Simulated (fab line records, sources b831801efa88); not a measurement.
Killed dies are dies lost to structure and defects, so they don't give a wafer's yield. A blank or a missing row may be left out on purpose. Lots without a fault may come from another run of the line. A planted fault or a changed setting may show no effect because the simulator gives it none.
Which tool did it? | flow sky130 | 14 lots, 41 wafers sampled, at 6 steps of a route of 708

WHAT THE GAUGES READ, wafer by wafer
SKY_POLY_CUT_OVL_MEAS_09. Usual: POLY_CUT_OVL -5 nm, standard deviation 6.8.
lot  | measured     | on         | POLY_CUT_OVL (nm) | flag
L193 | day 24 08:13 | overlay-01 | -8 -5 -4          |
L192 | day 24 08:46 | overlay-02 | -8 -8 -9          |
L194 | day 24 22:11 | overlay-02 | -3 -10 -9         |
L195 | day 25 05:22 | overlay-01 | -2 -5 -2          |
L196 | day 25 17:10 | overlay-01 | -4 -5 -8          |
L198 | day 26 09:50 | overlay-02 | 5 0 3             |
L200 | day 26 19:25 | overlay-01 | 0 2 -2            |
L199 | day 26 21:43 | overlay-01 | 7 1 5             |
L201 | day 27 11:38 | overlay-02 | 9 5 -3            |
L202 | day 27 22:29 | overlay-02 | 2 1 3             |
L205 | day 28 15:25 | overlay-02 | -15 -13 -18       |
L204 | day 29 04:53 | overlay-01 | -3 -10 -7         |
L207 | day 29 13:55 | overlay-01 | -10 -15 -15       |
L208 | day 31 01:02 | overlay-01 | -2 -6             |

SKY_LI_CONTACT_THK_MEAS_01. Usual: LI_CONTACT_HDPCVD_THK 934 nm, standard deviation 10.
lot  | measured     | on            | LI_CONTACT_HDPCVD_THK (nm) | flag
L193 | day 28 01:58 | film_metro-03 | 943 920 941                |
L192 | day 28 02:16 | film_metro-03 | 923 934 935                |
L194 | day 28 15:08 | film_metro-03 | 953 948 937                |
L195 | day 28 23:07 | film_metro-01 | 937 939 941                |
L196 | day 29 09:45 | film_metro-03 | 947 938 940                |
L198 | day 30 02:10 | film_metro-01 | 954 946 942                |
L200 | day 30 10:07 | film_metro-01 | 947 931 943                |
L199 | day 30 13:18 | film_metro-03 | 937 931 939                |
L201 | day 31 01:13 | film_metro-02 | 949 928 951                |
L202 | day 31 10:27 | film_metro-01 | 945 912 950                |
L205 | day 32 03:50 | film_metro-03 | 930 927 920                |
L204 | day 32 17:10 | film_metro-03 | 919 925 917                |
L207 | day 33 01:25 | film_metro-01 | 439 438 935                | OFF
L208 | day 34 09:59 | film_metro-03 | 444 939                    | OFF

SKY_LI_CONTACT_BOW_MEAS_03. Usual: LI_CONTACT_BOW 55 um, standard deviation 6.4.
lot  | measured     | on            | LI_CONTACT_BOW (um) | flag
L193 | day 28 02:20 | film_metro-02 | 53 60 58            |
L192 | day 28 02:37 | film_metro-01 | 59 57 53            |
L194 | day 28 15:31 | film_metro-01 | 56 50 59            |
L195 | day 28 23:28 | film_metro-03 | 55 59 49            |
L196 | day 29 10:07 | film_metro-01 | 51 56 56            |
L198 | day 30 02:32 | film_metro-03 | 47 53 49            |
L200 | day 30 10:29 | film_metro-03 | 53 50 50            |
L199 | day 30 13:40 | film_metro-01 | 60 53 60            |
L201 | day 31 01:44 | film_metro-01 | 61 42 60            |
L202 | day 31 10:49 | film_metro-01 | 54 63 59            |
L205 | day 32 04:11 | film_metro-02 | 64 48 53            |
L204 | day 32 17:32 | film_metro-03 | 45 56 52            |
L207 | day 33 01:50 | film_metro-01 | 50 58 58            |
L208 | day 34 10:22 | film_metro-03 | 48 58               |

WHICH TOOL RAN EACH LOT (tool, then ch and the chambers of the sampled wafers, then the start)
lot  | SKY_POLY_GATE_ETCH_16              | SKY_LI_CONTACT_HDPCVD_00         | SKY_LI_CONTACT_CMP_02
L193 | rie_diel-03 ch 0,3, day 16 11:05   | hdpcvd-02 ch 0,2, day 28 01:52   | cmp-02 ch 0,1,3, day 28 02:02
L192 | rie_diel-03 ch 2,3, day 16 12:35   | hdpcvd-01 ch 0,1,2, day 28 02:10 | cmp-01 ch 0,1,2, day 28 02:25
L194 | rie_diel-04 ch 0,2,3, day 17 02:20 | hdpcvd-02 ch 0,1, day 28 15:01   | cmp-01 ch 1,2, day 28 15:11
L195 | rie_diel-02 ch 0,1,2, day 17 07:38 | hdpcvd-02 ch 0,2, day 28 23:01   | cmp-01 ch 0,1,2, day 28 23:13
L196 | rie_diel-04 ch 0,1,3, day 17 21:26 | hdpcvd-02 ch 0,1, day 29 09:39   | cmp-01 ch 0,1,2, day 29 09:49
L198 | rie_diel-04 ch 0,1,3, day 18 13:08 | hdpcvd-01 ch 0,2, day 30 02:03   | cmp-02 ch 0,2,3, day 30 02:13
L200 | rie_diel-03 ch 0,1,2, day 19 00:17 | hdpcvd-02 ch 1,2, day 30 10:00   | cmp-02 ch 0,2, day 30 10:13
L199 | rie_diel-02 ch 0,1,3, day 19 05:17 | hdpcvd-02 ch 0,1, day 30 13:12   | cmp-02 ch 0,1,3, day 30 13:28
L201 | rie_diel-03 ch 1,2,3, day 19 15:56 | hdpcvd-01 ch 1,2, day 31 01:06   | cmp-01 ch 0,1, day 31 01:25
L202 | rie_diel-03 ch 0,2,3, day 20 02:35 | hdpcvd-01 ch 0,1,2, day 31 10:20 | cmp-01 ch 0,2,3, day 31 10:33
L205 | rie_diel-03 ch 2,3, day 20 23:14   | hdpcvd-02 ch 1,2, day 32 03:43   | cmp-02 ch 0,2,3, day 32 03:59
L204 | rie_diel-03 ch 1,2,3, day 21 12:35 | hdpcvd-02 ch 0,1,2, day 32 17:04 | cmp-01 ch 0,1,2, day 32 17:13
L207 | rie_diel-02 ch 0,2,3, day 22 00:02 | hdpcvd-02 ch 0,1,2, day 33 01:19 | cmp-01 ch 0,1,2, day 33 01:32
L208 | rie_diel-02 ch 0,1, day 23 12:14   | hdpcvd-02 ch 0,1, day 34 09:53   | cmp-02 ch 1,3, day 34 10:05
- SKY_POLY_GATE_ETCH_16: etches Si3N4 in CH3F/O2, stops on poly-Si, time 147.5 s, target depth 75 nm.
- SKY_LI_CONTACT_HDPCVD_00: deposits PSG, target thk 930 nm, time 155 s.
- SKY_LI_CONTACT_CMP_02: polishes PSG.

WHAT THE TOOLS THEMSELVES READ (means of the sampled wafers that have a number; where no wafer has one, the mark that the record gives instead)
SKY_POLY_GATE_ETCH_16. Usual: O2_flow_sccm 29.99 sccm, standard deviation 0.097; drypump_motor_current_A 5.4 A, standard deviation 0.33; oes_product_au 0.640 a.u., standard deviation 0.0047; throttle_valve_pct 10.536 %, standard deviation 0.0094.
lot  | tool        | O2_flow_sccm (sccm) | drypump_motor_current_A (A) | oes_product_au (a.u.) | throttle_valve_pct (%) | flag
L193 | rie_diel-03 | 29.99               | 5.2                         | 0.642                 | 10.529                 |
L192 | rie_diel-03 | 29.98               | 5.1                         | 0.645                 | 10.535                 |
L194 | rie_diel-04 | 30.00               | 5.2                         | 0.638                 | 10.530                 |
L195 | rie_diel-02 | 30.04               | 5.9                         | 0.643                 | 10.534                 |
L196 | rie_diel-04 | 30.06               | 5.3                         | 0.639                 | 10.539                 |
L198 | rie_diel-04 | 30.00               | 5.3                         | 0.648                 | 10.530                 |
L200 | rie_diel-03 | 29.99               | 5.2                         | 0.650                 | 10.533                 |
L199 | rie_diel-02 | 29.96               | 5.7                         | 0.639                 | 10.531                 |
L201 | rie_diel-03 | 29.96               | 5.2                         | 0.643                 | 10.542                 |
L202 | rie_diel-03 | 29.93               | 5.2                         | 0.636                 | 10.539                 |
L205 | rie_diel-03 | 29.94               | 5.2                         | 0.641                 | 10.538                 |
L204 | rie_diel-03 | 30.02               | 5.2                         | 0.639                 | 10.540                 |
L207 | rie_diel-02 | 30.01               | 5.6                         | 0.638                 | 10.540                 |
L208 | rie_diel-02 | 29.99               | 6.0                         | 0.641                 | 10.534                 |

SKY_LI_CONTACT_CMP_02. Usual: head_pressure_psi 4.000 psi, standard deviation 0.0082; motor_current_A 12.0 A, standard deviation 1.3; platen_rpm 60.00 rpm, standard deviation 0.04; time_to_endpoint_s 35 s, standard deviation 4.9.
lot  | tool   | head_pressure_psi (psi) | motor_current_A (A) | platen_rpm (rpm) | time_to_endpoint_s (s) | flag
L193 | cmp-02 | 3.994                   | 11.0                | 59.97            | 33                     |
L192 | cmp-01 | 4.006                   | 11.7                | 59.99            | 34                     |
L194 | cmp-01 | 4.000                   | 11.2                | 60.00            | 40                     |
L195 | cmp-01 | 3.999                   | 11.7                | 59.99            | 35                     |
L196 | cmp-01 | 3.995                   | 12.0                | 59.97            | 37                     |
L198 | cmp-02 | 4.000                   | 11.6                | 59.97            | 38                     |
L200 | cmp-02 | 3.998                   | 11.8                | 60.00            | 32                     |
L199 | cmp-02 | 3.998                   | 11.2                | 59.96            | 34                     |
L201 | cmp-01 | 4.007                   | 12.4                | 60.00            | 34                     |
L202 | cmp-01 | 4.006                   | 12.7                | 59.99            | 40                     |
L205 | cmp-02 | 4.001                   | 11.3                | 60.01            | 33                     |
L204 | cmp-01 | 4.005                   | 12.0                | 59.98            | 33                     |
L207 | cmp-01 | 3.998                   | 11.9                | 60.02            | 25                     |
L208 | cmp-02 | 3.994                   | 11.2                | 60.02            | 22                     |

THE ANSWER, worked out from the rows above alone
Rule: a lot is off if the mean of its wafers that have a number lies more than 3 standard deviations from the usual mean. A lot without any number at a reading at which 4 lots or more have one is off too. The other lots that the step has rows for count as sound. The gauges are gone through in route order, then the tools' own readings, and for those a lot's mean is taken as printed above. The first step at which some lot is off is used, and at that step the reading that is off furthest; a lot without a number counts as furthest.
Off: L207, L208, at SKY_LI_CONTACT_THK_MEAS_01 (LI_CONTACT_HDPCVD_THK).
A tool fits if, at a process step before that reading, it ran every lot that is off, and no sound lot after the first of them. The gauges at SKY_LI_CONTACT_THK_MEAS_01 are tried like those tools. Can't be told from this: 2 tools fit, rie_diel-02 at SKY_POLY_GATE_ETCH_16, hdpcvd-02 at SKY_LI_CONTACT_HDPCVD_00.

WHAT THE SIMULATOR HAD PUT IN
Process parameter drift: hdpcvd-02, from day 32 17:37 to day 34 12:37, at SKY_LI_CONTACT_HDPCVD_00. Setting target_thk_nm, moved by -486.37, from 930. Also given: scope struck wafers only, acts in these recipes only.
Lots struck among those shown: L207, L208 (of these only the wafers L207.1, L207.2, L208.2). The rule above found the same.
